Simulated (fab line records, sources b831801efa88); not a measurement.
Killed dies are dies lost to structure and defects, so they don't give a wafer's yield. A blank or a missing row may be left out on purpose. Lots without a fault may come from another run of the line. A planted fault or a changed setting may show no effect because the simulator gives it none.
fab line records | flow sfq_line
record lots=7 wafers=20 last_day=82
route steps=325 shown M4@152 I4@163 JJ@178 M5@206
lots that met no fault: from a run of the same line without faults
start_h: hours from the record's first day to the start of the lot's first wafer shown | wait_h: hours since the lot's step before | " the same as in the row above | L1.1+2: a row that stands for several wafers | - no value, or no start given | * or withheld: withheld | < > ~ a bound
route shown NAME@n: a module of which the file shows steps, and the number in the route of the first | usual: mean/standard deviation of fault-free wafers | same: alike in all rows | chamber/n: place in a boat | sites: the reading at each site | _std_site: their standard deviation | _edge_site: outer sites' mean less inner sites' | radius_mm: how far each site lies from the wafer's centre | mask NAME#n: copy n | behind: the tool/chamber that last shaped the wafer | hold: why the lot was held/for how many hours/how that ended | device: the transistor (n, p or np) that didn't switch | end of line: the same wafers' tests at the end of the route | a step without rows: its recipe alone | killed: dies lost to structure and defects at the first sort, not the wafer's yield | map: a wafer's dies, x killed, . not, _ none there
set.NAME: the setting as run; set.NAME@STEP: as run at that earlier step | model.NAME: the simulator's own value behind a step, which no gauge read
lots at some steps of the route; a table a step, a row a wafer
services: from which hour (start_h, from the record's first day; less than 0 if before it) a tool's chamber was out of use, for how many hours, and why
## steps
# step SFQ_TRILAYER_M4_LITHO_COAT_098
# recipe resist=BARC spin_rpm=3000 resist_thk_nm=62
# step SFQ_TRILAYER_M4_LITHO_COAT_093
# recipe resist=KrF spin_rpm=3000 resist_thk_nm=600
# step SFQ_TRILAYER_M4_LITHO_SOFTBAKE_097
# recipe temp_c=withheld time_s=withheld resist=KrF
# step SFQ_TRILAYER_M4_LITHO_EXPOSE_094
# recipe mask_id=M4 na=0.6 source_shape=conventional sigma_outer=0.65 target_cd_nm=500 dose_mj=14.4
# step SFQ_TRILAYER_M4_LITHO_PEB_096
# recipe peb_temp_c=115 peb_time_s=60 resist=KrF
# step SFQ_TRILAYER_M4_LITHO_DEVELOP_095
# recipe time_s=60 resist=KrF
# step SFQ_M4_OVL_MEAS_926
# usual M4_OVL=-6/6.8
# columns lot.wafer tool chamber start_h wait_h M4_OVL[nm]
L682.3 overlay-02 - 1204.24 0.1 -8
L682.4 " - " " -6
L682.6 " - " " -14
L686.1 overlay-01 - 1239.08 0.1 -9
L686.3 " - " " -4
L686.4 " - " " -9
L687.3 overlay-02 - 1242.69 0.1 -8
L687.4 " - " " -5
L687.5 " - " " 1
L690.1 overlay-01 - 1265.29 0.1 -2
L690.3 " - " " -2
L696.2 overlay-01 - 1332.50 0.1 -16
L696.3 " - " " -20
L696.4 " - " " -14
L699.1 overlay-01 - 1360.09 0.1 3
L699.2 " - " " 0
L699.6 " - " " 4
L700.1 overlay-01 - 1361.29 0.1 -17
L700.3 " - " " -9
L700.5 " - " " -14
# step SFQ_TRILAYER_M4_BARC_OPEN_METAL_ETCH_123
# recipe mask_material=PR chemistry=O2 target_depth_nm=125 target=BARC icp_w=600 bias_w=80 pressure_mtorr=10 time_s=41.7
# usual drypump_motor_current_A=5.60/0.28 oes_product_au=0.686/0.0045
# columns lot.wafer tool chamber start_h wait_h drypump_motor_current_A oes_product_au rf_hours_counter_h
L682.3 rie_metal-04 1 1204.29 0.0 5.21 0.681 -
L682.4 " 0 " " 5.50 0.686 -
L682.6 " 0 " " 5.51 0.687 -
L686.1 rie_metal-02 1 1239.11 0.0 5.87 0.680 30
L686.3 " 0 " " 5.63 0.686 -
L686.4 " 1 " " 5.89 0.687 -
L687.3 rie_metal-04 1 1242.73 0.0 5.19 0.698 -
L687.4 " 0 " " 5.48 0.692 -
L687.5 " 1 " " 5.19 0.683 -
L690.1 rie_metal-02 0 1265.33 0.0 5.66 0.688 18
L690.3 " 0 " " 5.66 0.685 -
L696.2 rie_metal-01 0 1332.53 0.0 5.33 0.682 97
L696.3 " 1 " " 6.06 0.688 -
L696.4 " 0 " " 5.32 0.682 -
L699.1 rie_metal-02 0 1360.13 0.0 5.64 0.685 37
L699.2 " 1 " " 5.91 0.690 54
L699.6 " 0 " " 5.62 0.690 -
L700.1 rie_metal-04 0 1361.33 0.0 5.52 0.685 33
L700.3 " 1 " " 5.18 0.687 -
L700.5 " 0 " " 5.50 0.692 -
# step SFQ_TRILAYER_M4_ETCH_METAL_ETCH_096
# recipe target=Nb stop_on=SiO2 mask_material=PR chemistry=Cl2/Ar target_depth_nm=240 icp_w=600 bias_w=80 pressure_mtorr=10 time_s=120
# usual drypump_motor_current_A=5.60/0.28 oes_product_au=0.891/0.0071
# columns lot.wafer tool chamber start_h wait_h drypump_motor_current_A oes_product_au rf_hours_counter_h
L682.3 rie_metal-04 1 1204.37 0.1 5.18 0.891 -
L682.4 " 0 " " 5.52 0.885 -
L682.6 " 0 " " 5.50 0.894 -
L686.1 rie_metal-02 1 1239.17 0.0 5.89 0.897 31
L686.3 " 0 " " 5.66 0.901 -
L686.4 " 1 " " 5.89 0.892 -
L687.3 rie_metal-04 1 1242.81 0.1 5.18 0.895 -
L687.4 " 0 " " 5.51 0.902 -
L687.5 " 1 " " 5.18 0.893 -
L690.1 rie_metal-02 0 1265.41 0.1 5.66 0.892 18
L690.3 " 0 " " 5.65 0.891 -
L696.2 rie_metal-01 0 1332.59 0.0 5.33 0.902 97
L696.3 " 1 " " 6.06 0.892 -
L696.4 " 0 " " 5.31 0.892 -
L699.1 rie_metal-02 0 1360.19 0.0 5.63 0.890 37
L699.2 " 1 " " 5.87 0.896 54
L699.6 " 0 " " 5.64 0.897 -
L700.1 rie_metal-04 0 1361.39 0.0 5.50 0.903 33
L700.3 " 1 " " 5.19 0.891 -
L700.5 " 0 " " 5.50 0.901 -
# step SFQ_TRILAYER_M4_STRIP_STRIP_097
# recipe gas=O2 power_w=200 platen_temp_c=40 overash_fraction=0.65 chemistry=O2 pressure_mtorr=50
# step SFQ_TRILAYER_M4_STRIP_SOLV_CLEAN_098
# recipe chemistry=NMP temp_c=70 time_s=600
# step SFQ_TRILAYER_I4_DEP_PECVD_099
# recipe material=SiO2 temp_c=150 time_s=111.11 pressure_torr=2.4 rf_w=183.3 precursor=SiH4/N2O target_thk_nm=500
# usual chamber_pressure_Torr=2.400/0.0047 heater_power_w=82/17 throttle_valve_pct=24.7/1.9
# columns lot.wafer tool chamber start_h wait_h chamber_pressure_Torr heater_power_w throttle_valve_pct
L682.3 pecvd-01 1 1205.23 0.0 2.399 104 27.2
L682.4 " 1 " " 2.407 109 27.1
L682.6 " 0 " " 2.394 72 25.3
L686.1 pecvd-01 2 1240.07 0.0 2.404 79 25.0
L686.3 " 0 " " 2.403 74 25.6
L686.4 " 2 " " 2.405 65 25.1
L687.3 pecvd-02 2 1243.69 0.0 2.403 69 23.6
L687.4 " 0 " " 2.405 77 23.0
L687.5 " 2 " " 2.401 73 23.2
L690.1 pecvd-01 0 1266.55 0.0 2.398 69 25.6
L690.3 " 1 " " 2.405 111 27.3
L696.2 pecvd-03 1 1333.49 0.0 2.391 71 27.6
L696.3 " 0 " " 2.391 109 24.6
L696.4 " 1 " " 2.396 74 27.9
L699.1 pecvd-02 1 1361.09 0.0 2.405 93 21.8
L699.2 " 0 " " 2.397 75 23.7
L699.6 " 2 " " 2.406 76 23.5
L700.1 pecvd-01 1 1362.29 0.0 2.397 111 27.7
L700.3 " 0 " " 2.399 61 25.8
L700.5 " 0 " " 2.402 65 25.7
# step SFQ_TRILAYER_I4_CMP_CMP_100
# recipe material=SiO2 down_force_psi=3 platen_rpm=60 pad_velocity_m_s=0.94248
# usual motor_current_A=9.5/0.87 time_to_endpoint_s=214/9
# columns lot.wafer tool chamber start_h wait_h motor_current_A time_to_endpoint_s model.SiO2_of_TRILAYER_I4_DEP_PECVD_099.thk_nm
L682.4 cmp-01 2 1205.81 0.5 9.6 218 199
L682.3 " 3 " " 11.7 221 200.7
L682.6 " 2 1207.81 2.5 9.8 213 198.6
L686.1 cmp-01 2 1242.90 2.8 10.0 210 198
L686.4 " 3 " " 10.7 225 200.8
L686.3 " 0 " " 9.8 194 219.2
L687.3 cmp-01 0 1245.90 2.2 9.2 205 219.6
L687.4 " 1 " " 8.4 227 200.4
L687.5 " 0 1247.90 4.1 9.8 208 220.6
L690.3 cmp-01 0 1268.42 1.8 9.9 199 220.2
L690.1 " 1 " " 8.9 213 199.3
L696.3 cmp-01 3 1360.42 26.9 10.7 229 199.7
L696.4 " 0 " " 9.0 221 199.1
L696.2 " 1 " " 8.3 215 198.1
L699.1 cmp-02 1 1391.39 30.3 9.6 218 200.6
L699.2 " 0 1392.89 31.8 8.5 220 200.4
L699.6 " 1 " " 10.0 226 202.2
L700.1 cmp-02 0 1394.89 32.6 8.5 210 200.5
L700.3 " 1 " " 9.9 209 198.4
L700.5 " 3 1396.39 34.0 10.2 198 198.2
# step SFQ_I4_BOW_MEAS_927
# recipe mode=bow
# usual I4_BOW=6/11
# columns lot.wafer tool chamber start_h wait_h I4_BOW[um]
L682.3 film_metro-04 - 1208.35 1.5 23
L682.4 " - " " 32
L682.6 " - " " 21
L686.1 film_metro-03 - 1245.40 2.0 25
L686.3 " - " " 14
L686.4 " - " " 15
L687.3 film_metro-03 - 1248.44 2.0 1
L687.4 " - " " 0
L687.5 " - " " 2
L690.1 film_metro-01 - 1270.42 1.0 3
L690.3 " - " " 8
L696.2 film_metro-03 - 1363.44 1.5 8
L696.3 " - " " 0
L696.4 " - " " 16
L699.1 film_metro-04 - 1394.39 2.5 13
L699.2 " - " " 13
L699.6 " - " " -5
L700.1 film_metro-01 - 1397.39 2.0 2
L700.3 " - " " -3
L700.5 " - " " -10
# step SFQ_TRILAYER_I4_METRO_MEASURE_101
# usual thk_nm=199.8/1.2
# columns lot.wafer tool chamber start_h wait_h thk_nm
L682.3 film_metro-04 - 1208.83 0.5 200.8
L682.4 " - " " 198.9
L682.6 " - " " 198.5
L686.1 film_metro-03 - 1245.52 0.1 198.0
L686.3 " - " " 219.0
L686.4 " - " " 200.9
L687.3 film_metro-03 - 1248.92 0.5 219.5
L687.4 " - " " 200.5
L687.5 " - " " 220.6
L690.1 film_metro-01 - 1270.54 0.1 199.3
L690.3 " - " " 220.2
L696.2 film_metro-03 - 1363.74 0.3 198.1
L696.3 " - " " 199.7
L696.4 " - " " 199.1
L699.1 film_metro-04 - 1394.51 0.1 200.7
L699.2 " - " " 200.4
L699.6 " - " " 202.4
L700.1 film_metro-01 - 1397.51 0.1 200.3
L700.3 " - " " 198.2
L700.5 " - " " 198.2
# step SFQ_TRILAYER_I4_VIA_LITHO_COAT_108
# recipe resist=BARC spin_rpm=3000 resist_thk_nm=62
# step SFQ_TRILAYER_I4_VIA_LITHO_COAT_103
# recipe resist=KrF spin_rpm=3000 resist_thk_nm=650
# step SFQ_TRILAYER_I4_VIA_LITHO_SOFTBAKE_107
# recipe temp_c=withheld time_s=withheld resist=KrF
# step SFQ_TRILAYER_I4_VIA_LITHO_EXPOSE_104
# recipe mask_id=I4 na=0.6 source_shape=conventional sigma_outer=0.65 target_cd_nm=700 dose_mj=21.3
# step SFQ_TRILAYER_I4_VIA_LITHO_PEB_106
# recipe peb_temp_c=115 peb_time_s=60 resist=KrF
# step SFQ_TRILAYER_I4_VIA_LITHO_DEVELOP_105
# recipe time_s=60 resist=KrF
# step SFQ_I4_OVL_MEAS_928
# usual I4_OVL=5/4.6
# columns lot.wafer tool chamber start_h wait_h I4_OVL[nm]
L682.3 overlay-01 - 1213.89 0.1 7
L682.4 " - " " 0
L682.6 " - " " 0
L686.1 overlay-01 - 1349.29 0.1 11
L686.3 " - " " 7
L686.4 " - " " 1
L687.3 overlay-01 - 1352.91 0.1 -3
L687.4 " - " " -9
L687.5 " - " " -4
L690.1 overlay-01 - 1375.69 0.1 0
L690.3 " - " " 1
L696.2 overlay-01 - 1441.08 0.1 -4
L696.3 " - " " 0
L696.4 " - " " 3
L699.1 overlay-01 - 1487.88 0.1 9
L699.2 " - " " 7
L699.6 " - " " 9
L700.1 overlay-01 - 1491.48 0.1 4
L700.3 " - " " 5
L700.5 " - " " 6
# step SFQ_TRILAYER_I4_VIA_BARC_OPEN_VIA_ETCH_146
# recipe mask_material=PR chemistry=O2 target_depth_nm=125 target=BARC source_w=500 bias_w=80 pressure_mtorr=30 time_s=41.7
# usual drypump_motor_current_A=5.7/0.53 oes_product_au=0.685/0.0045
# columns lot.wafer tool chamber start_h wait_h drypump_motor_current_A oes_product_au rf_hours_counter_h
L682.3 rie_diel-04 3 1213.92 0.0 5.6 0.674 12
L682.4 " 0 " " 5.1 0.682 7
L682.6 " 0 " " 5.1 0.681 -
L686.1 rie_diel-03 0 1349.33 0.0 5.3 0.683 16
L686.3 " 1 " " 6.8 0.687 14
L686.4 " 2 " " 5.7 0.678 18
L687.3 rie_diel-03 0 1352.93 0.0 5.3 0.686 16
L687.4 " 2 " " 5.7 0.686 18
L687.5 " 1 " " 6.7 0.678 -
L690.1 rie_diel-03 1 1375.73 0.0 6.8 0.686 14
L690.3 " 2 " " 5.7 0.685 19
L696.2 rie_diel-03 0 1441.11 0.0 5.3 0.685 19
L696.3 " 1 " " 6.7 0.681 16
L696.4 " 0 " " 5.3 0.678 -
L699.1 rie_diel-02 2 1487.91 0.0 5.0 0.685 13
L699.2 " 1 " " 5.1 0.681 11
L699.6 " 0 " " 5.7 0.687 -
L700.1 rie_diel-03 0 1491.51 0.0 5.3 0.676 19
L700.3 " 1 " " 6.7 0.683 17
L700.5 " 1 " " 6.8 0.674 -
# step SFQ_TRILAYER_I4_VIA_ETCH_VIA_ETCH_106
# recipe target=SiO2 stop_on=Nb mask_material=PR taper_deg=20 chemistry=CHF3 target_depth_nm=260 source_w=500 bias_w=80 pressure_mtorr=30 time_s=withheld
# usual drypump_motor_current_A=5.7/0.53 oes_product_au=0.854/0.0052
# columns lot.wafer tool chamber start_h wait_h drypump_motor_current_A oes_product_au model.etch.depth_nm model.I4.feature_depth_nm
L682.3 rie_diel-04 3 1213.96 0.0 5.6 0.855 200.7 200.7
L682.4 " 0 " " 5.1 0.859 199 199
L682.6 " 0 " " 5.1 0.852 198.6 198.6
L686.1 rie_diel-03 0 1349.37 0.0 5.3 0.852 198 198
L686.3 " 1 " " 6.7 0.902 219.2 219.2
L686.4 " 2 " " 5.7 0.851 200.8 200.8
L687.3 rie_diel-03 0 1352.97 0.0 5.3 0.902 219.6 219.6
L687.4 " 2 " " 5.7 0.857 200.4 200.4
L687.5 " 1 " " 6.7 0.909 220.6 220.6
L690.1 rie_diel-03 1 1375.77 0.0 6.7 0.844 199.3 199.3
L690.3 " 2 " " 5.7 0.896 220.2 220.2
L696.2 rie_diel-03 0 1441.15 0.0 5.3 0.847 198.1 198.1
L696.3 " 1 " " 6.8 0.853 199.7 199.7
L696.4 " 0 " " 5.3 0.860 199.1 199.1
L699.1 rie_diel-02 2 1487.95 0.0 5.0 0.858 200.6 200.6
L699.2 " 1 " " 5.1 0.857 200.4 200.4
L699.6 " 0 " " 5.7 0.864 202.2 202.2
L700.1 rie_diel-03 0 1491.55 0.0 5.3 0.850 200.5 200.5
L700.3 " 1 " " 6.7 0.853 198.4 198.4
L700.5 " 1 " " 6.7 0.849 198.2 198.2
# step SFQ_TRILAYER_I4_VIA_STRIP_STRIP_107
# recipe gas=O2 power_w=200 platen_temp_c=40 overash_fraction=0.65 chemistry=O2 pressure_mtorr=50
# step SFQ_TRILAYER_I4_VIA_STRIP_SOLV_CLEAN_108
# recipe chemistry=NMP temp_c=70 time_s=600
# step SFQ_TRILAYER_JJ_TRILAYER_DEP_PRE_CLEAN_113
# recipe gas=Ar time_s=22.5 bias_v=250
# step SFQ_TRILAYER_JJ_TRILAYER_DEP_SPUTTER_109
# recipe material=Nb base_pressure_pa=1.33e-06 chamber_pressure_pa=0.1333 substrate_temp_c=20 target_thk_nm=150 power_w=2000 time_s=100
# step SFQ_TRILAYER_JJ_TRILAYER_DEP_SPUTTER_110
# recipe material=Al base_pressure_pa=1.33e-06 target_thk_nm=8 power_w=500 time_s=10 chamber_pressure_pa=0.4
# usual throttle_valve_pct=29.8/1.4
# columns lot.wafer tool chamber start_h wait_h throttle_valve_pct
L682.3 pvd_sputter-05 - 1214.95 0.0 28.2
L682.4 " - " " 31.6
L682.6 " - " " 28.3
L686.1 pvd_sputter-05 - 1350.36 0.0 30.9
L686.3 " - " " 30.2
L686.4 " - " " 28.6
L687.3 pvd_sputter-03 - 1353.96 0.0 31.6
L687.4 " - " " 28.5
L687.5 " - " " 28.5
L690.1 pvd_sputter-04 - 1376.76 0.0 31.6
L690.3 " - " " 27.9
L696.2 pvd_sputter-05 - 1442.14 0.0 28.3
L696.3 " - " " 30.8
L696.4 " - " " 30.4
L699.1 pvd_sputter-04 - 1488.94 0.0 30.8
L699.2 " - " " 28.1
L699.6 " - " " 27.6
L700.1 pvd_sputter-03 - 1492.54 0.0 28.2
L700.3 " - " " 31.6
L700.5 " - " " 28.3
# step SFQ_TRILAYER_JJ_TRILAYER_DEP_AL_OXIDATION_111
# recipe pressure_mbar=0.014667 oxidation_time_s=600 temperature_k=293
# step SFQ_TRILAYER_JJ_TRILAYER_DEP_SPUTTER_112
# recipe material=Nb base_pressure_pa=1.33e-06 chamber_pressure_pa=0.1333 substrate_temp_c=20 target_thk_nm=170 power_w=2000 time_s=113.3
# step SFQ_JJ_RS_MEAS_929
# recipe thk_meas_gauge=four-point-probe reads=Nb_of_TRILAYER_JJ_TRILAYER_DEP_SPUTTER_112
# usual JJ_NB_RS=1.051/0.012
# columns lot.wafer tool chamber start_h wait_h JJ_NB_RS[ohm/sq]
L682.3 film_metro-02 - 1216.09 0.1 1.031
L682.4 " - " " 1.032
L682.6 " - " " 1.039
L686.1 film_metro-03 - 1351.46 0.0 1.037
L686.3 " - " " 1.066
L686.4 " - " " 1.057
L687.3 film_metro-03 - 1355.10 0.1 1.058
L687.4 " - " " 1.057
L687.5 " - " " 1.055
L690.1 film_metro-04 - 1377.86 0.0 1.050
L690.3 " - " " 1.041
L696.2 film_metro-02 - 1443.26 0.1 1.049
L696.3 " - " " 1.046
L696.4 " - " " 1.061
L699.1 film_metro-04 - 1490.04 0.0 1.076
L699.2 " - " " 1.067
L699.6 " - " " 1.045
L700.1 film_metro-02 - 1493.64 0.0 1.064
L700.3 " - " " 1.056
L700.5 " - " " 1.050
# step SFQ_TRILAYER_JJ_CE_LITHO_COAT_119
# recipe resist=BARC spin_rpm=3000 resist_thk_nm=62
# step SFQ_TRILAYER_JJ_CE_LITHO_COAT_114
# recipe resist=KrF spin_rpm=3000 resist_thk_nm=600
# step SFQ_TRILAYER_JJ_CE_LITHO_SOFTBAKE_118
# recipe temp_c=withheld time_s=withheld resist=KrF
# step SFQ_TRILAYER_JJ_CE_LITHO_EXPOSE_115
# recipe mask_id=J5 na=0.6 source_shape=conventional sigma_outer=0.65 target_cd_nm=700 dose_mj=14.4
# step SFQ_TRILAYER_JJ_CE_LITHO_PEB_117
# recipe peb_temp_c=115 peb_time_s=60 resist=KrF
# step SFQ_TRILAYER_JJ_CE_LITHO_DEVELOP_116
# recipe time_s=60 resist=KrF
# step SFQ_JJ_OVL_MEAS_931
# usual J5_OVL=1/4.7
# columns lot.wafer tool chamber start_h wait_h J5_OVL[nm]
L682.3 overlay-02 - 1303.40 0.1 5
L682.4 " - " " -3
L682.6 " - " " -1
L686.1 overlay-01 - 1432.68 0.1 -5
L686.3 " - " " -6
L686.4 " - " " 3
L687.3 overlay-01 - 1435.09 0.1 4
L687.4 " - " " 2
L687.5 " - " " 1
L690.1 overlay-02 - 1457.88 0.1 -2
L690.3 " - " " -1
L696.2 overlay-01 - 1557.04 0.1 -6
L696.3 " - " " -5
L696.4 " - " " -13
L699.1 overlay-01 - 1591.73 0.1 5
L699.2 " - " " 3
L699.6 " - " " 1
L700.1 overlay-01 - 1599.35 0.1 1
L700.3 " - " " 2
L700.5 " - " " -5
# step SFQ_TRILAYER_JJ_CE_METRO_MEASURE_117
# step SFQ_TRILAYER_JJ_CE_BARC_OPEN_RIE_150
# recipe mask_material=PR chemistry=O2 target_depth_nm=240 target=BARC icp_w=600 bias_w=80 pressure_mtorr=10 time_s=80
# step SFQ_TRILAYER_M5_ETCH_METAL_ETCH_126
# recipe target=Nb stop_on=SiO2 mask_material=PR over_etch_frac=0.15 time_s=203.2 chemistry=Cl2/BCl3 target_depth_nm=265 icp_w=600 bias_w=80 pressure_mtorr=10
# usual drypump_motor_current_A=5.5/0.37 oes_product_au=0.729/0.0065
# columns lot.wafer tool chamber start_h wait_h drypump_motor_current_A oes_product_au rf_hours_counter_h model.SiO2_of_TRILAYER_I4_DEP_PECVD_099.thk_nm
L682.3 rie_metal-03 0 1314.35 0.1 5.0 0.731 - 180.5
L682.4 " 1 " " 5.7 0.727 - 179.5
L682.6 " 0 " " 5.0 0.730 - 178.5
L686.1 rie_metal-02 0 1446.14 0.0 5.6 0.729 48 178.2
L686.3 " 0 " " 5.6 0.728 - 199.5
L686.4 " 1 " " 5.9 0.719 - 181.2
L687.3 rie_metal-03 1 1447.41 0.1 5.7 0.716 - 200.1
L687.4 " 0 " " 5.0 0.731 - 180.2
L687.5 " 1 " " 5.7 0.726 - 201
L690.1 rie_metal-03 1 1477.14 0.0 5.7 0.729 34 179.8
L690.3 " 1 " " 5.7 0.730 - 200.9
L696.2 rie_metal-01 0 1644.47 0.0 5.3 0.727 10 178.7
L696.3 " 0 " " 5.3 0.730 - 180.3
L696.4 " 1 " " 6.1 0.735 - 179.4
L699.1 rie_metal-01 1 1674.52 0.0 6.1 0.726 65 181.1
L699.2 " 0 " " 5.3 0.725 14 180.9
L699.6 " 1 " " 6.1 0.720 - 182.6
L700.1 rie_metal-01 0 1684.12 0.0 5.3 0.731 16 181.1
L700.3 " 1 " " 6.1 0.729 - 178.7
L700.5 " 1 " " 6.1 0.735 - 178.5
## services
# columns tool chamber start_h hours kind
cmp-01 - 1185.82 1.2 repair
rie_metal-01 - 1199.70 14.6 pm
rie_diel-03 - 1207.90 0.5 repair
rie_metal-02 0 1245.67 2.5 repair
cmp-01 - 1260.42 4.0 pm
cmp-01 - 1288.96 1.9 repair
rie_diel-03 2 1293.42 1.2 repair
cmp-01 - 1300.49 0.3 repair
rie_metal-02 - 1324.52 1.4 pm
rie_metal-02 0 1361.30 8.1 repair
rie_diel-03 0 1362.13 3.8 repair
rie_metal-01 1 1372.04 4.8 repair
cmp-01 - 1372.42 3.8 pm
rie_metal-01 0 1390.89 7.9 repair
rie_diel-03 3 1391.05 6.5 repair
rie_diel-03 - 1453.16 0.4 repair
rie_metal-01 - 1477.19 1.0 repair
rie_metal-02 1 1487.13 19.3 repair
rie_metal-01 - 1494.21 0.3 repair
rie_diel-03 3 1521.67 6.2 repair
rie_diel-03 1 1545.50 6.1 repair
rie_metal-04 1 1552.43 3.7 repair
rie_metal-04 0 1600.27 8.1 repair
rie_metal-02 - 1626.85 2.8 pm
## key
first_sign step=SFQ_TRILAYER_I4_METRO_MEASURE_101 reading=thk_nm direction=up sigmas=17 usual=199.8 struck=219.8
effect step=SFQ_TRILAYER_I4_VIA_ETCH_VIA_ETCH_106 reading=oes_product_au direction=up sigmas=9.2 usual=0.854 struck=0.902
model_effect step=SFQ_TRILAYER_I4_CMP_CMP_100 value=SiO2_of_TRILAYER_I4_DEP_PECVD_099.thk_nm without=199.9 struck=219.9
model_effect step=SFQ_TRILAYER_I4_VIA_ETCH_VIA_ETCH_106 value=etch.depth_nm without=199.9 struck=219.9
model_effect step=SFQ_TRILAYER_M5_ETCH_METAL_ETCH_126 value=SiO2_of_TRILAYER_I4_DEP_PECVD_099.thk_nm without=180.4 struck=200.4
met_at SFQ_TRILAYER_I4_CMP_CMP_100
struck_wafers L686.3,L687.3,L687.5,L690.3
fault kind=process_parameter_drift tool=cmp-01 chamber=- onset_h=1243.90 steps=SFQ_TRILAYER_I4_CMP_CMP_100 channel=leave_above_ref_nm offset=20 shape=step end_h=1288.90 scope=struck_wafers_only acts_in=these_recipes_only stated=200
